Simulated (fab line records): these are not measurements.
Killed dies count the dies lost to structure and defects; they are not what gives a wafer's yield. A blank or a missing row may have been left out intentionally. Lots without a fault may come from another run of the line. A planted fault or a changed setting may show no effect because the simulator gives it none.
One fault through the eyes of 2 desks -- flow gf180mcu -- each desk has only its own numbers; what lay behind them comes last

## THE METROLOGY DESK
Lot by lot, what the gauges showed, no matter which tool ran the lot: averages of those sampled wafers that carry a number. Marked OUT: a lot whose mean sits more than 4 standard deviations from the usual mean, which makes it out of limits; the brackets give that distance.
Columns: A = PASSIVATION_CVD_02_THK at GF_PASSIVATION_THK_MEAS_03, usual 702 nm
lot,first seen here,A
L394,day 28 08:32,706
L395,day 28 19:43,690
L398,day 29 17:17,703
L402,day 30 14:40,707
L401,day 30 15:27,701
L404,day 31 06:40,693
L403,day 31 07:59,702
L405,day 31 14:41,710
L406,day 31 22:50,697
L407,day 31 23:19,709
L408,day 32 05:33,707
L410,day 32 22:35,707
L411,day 33 03:14,707
L417,day 33 23:44,701
Result from this desk: across the 14 lots, nothing is out of limits.

## AT THE TOOL OWNER'S DESK: pvd-sputter-02
The tool's own readings at GF_M1_SPUTTER_03 (material Ti, target thk 10 nm, time 6.7 s): means of the sampled wafers that have a number, for each lot that ran on this tool. Marked OUT: a lot whose mean sits more than 4 standard deviations from the usual mean, which makes it out of limits; the brackets give that distance.
Columns: A = throttle-valve-pct at GF_M1_SPUTTER_03, usual 30.2 %
lot,first seen here,A
L394,day 16 09:21,31.9
L402,day 19 03:25,32.0
L403,day 19 23:59,31.0
L405,day 20 09:38,31.0
L407,day 20 23:11,31.5
L408,day 21 07:29,31.8
L410,day 22 05:32,31.1
L411,day 22 11:08,31.1
Result from this desk: across the 8 lots, nothing is out of limits.

## TAKEN TOGETHER
Metrology desk: nothing out of limits seen.
The desk of the tool owner found nothing out of limits.

## WHAT HAD BEEN PUT IN BY THE SIMULATOR
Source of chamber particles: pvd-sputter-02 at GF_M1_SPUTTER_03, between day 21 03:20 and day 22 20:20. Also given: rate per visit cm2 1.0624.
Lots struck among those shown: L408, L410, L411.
